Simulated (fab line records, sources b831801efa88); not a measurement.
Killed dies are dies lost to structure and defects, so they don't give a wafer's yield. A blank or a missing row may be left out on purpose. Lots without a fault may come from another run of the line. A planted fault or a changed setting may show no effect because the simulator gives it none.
Problem report in the 8D (eight disciplines) form, filled by code | flow sky130 | the parts of the form that need people (team, actions taken, sign-off) are left out

1. THE PROBLEM
bias_w at SKY_CONTACT_ETCH_17 reads a mean of 1167 W on 6 wafers of 2 lots; wafers without a fault read 1200 W with a standard deviation of 3.2. That is -10 standard deviations from the usual mean.
The step: etches SiO2 in C4F8/O2/Ar, stops on Si3N4, target depth 340 nm.
First seen on wafer L840.1, day 37 04:32, on rie_diel-04. The record holds 39 wafers of 13 lots with a number at this step. Rule for "out", or "out of limits": more than 4 standard deviations from the usual mean. The other wafers with a number count as sound.

2. WHAT IT IS AND WHAT IT IS NOT
question                    | is                     | is not
which readings at this step | bias_w                 | chamber_pressure_mTorr, oes_product_au
which lots                  | L840, L841             | L823, L825, L826, L827, L829, L830, L835, L836, L842, L843, L844
which wafers of those lots  | all that have a number | -
read on which tools         | rie_diel-04            | rie_diel-01, rie_diel-02
when                        | from day 37 04:32      | up to then (24 sound wafers); but 9 sound wafers of L842, L843, L844 came after

3. SUSPECTS, AND WHAT RULES EACH OUT
Counting: a tool at a process step up to the reading stays a suspect if it ran every lot that is out and no sound lot after the first of them.
- rie_diel-04 at SKY_CONTACT_ETCH_17 (etches SiO2 in C4F8/O2/Ar, stops on Si3N4, target depth 340 nm): kept. It ran every lot that is out, first L840 (day 37 04:32), and no sound lot after that; its last sound lot up to then is L829 (day 33 20:23). Its own readings are out on those wafers: bias_w.
Left after counting: rie_diel-04 at SKY_CONTACT_ETCH_17.

4. THE CAUSE (what the simulator had put in)
Process parameter drift: rie_diel-04, from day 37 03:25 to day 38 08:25, at SKY_CONTACT_ETCH_17. Setting bias_w, moved by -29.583, from 1200. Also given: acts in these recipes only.
Counting left only this tool.

5. THE CHAIN OF EFFECTS, in route order
Each row: a reading whose mean over the struck wafers that have a number lies more than 3 standard deviations from the usual. Only readings for which the record gives a usual standard deviation are gone through. hours: the time from each lot's start at the first step in this table that gives one to its start at this step, as a median over the lots. sigmas: the change in usual standard deviations.
hours | step                | reading | usual  | on struck wafers | change | sigmas
0     | SKY_CONTACT_ETCH_17 | bias_w  | 1200 W | 1167             | -33    | -10
The process steps in it:
- SKY_CONTACT_ETCH_17: etches SiO2 in C4F8/O2/Ar, stops on Si3N4, target depth 340 nm.

6. WHAT WOULD HAVE CAUGHT IT SOONER
In this record the first reading out of limits was taken at day 37 04:32, 1 hour after the fault began at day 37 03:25.
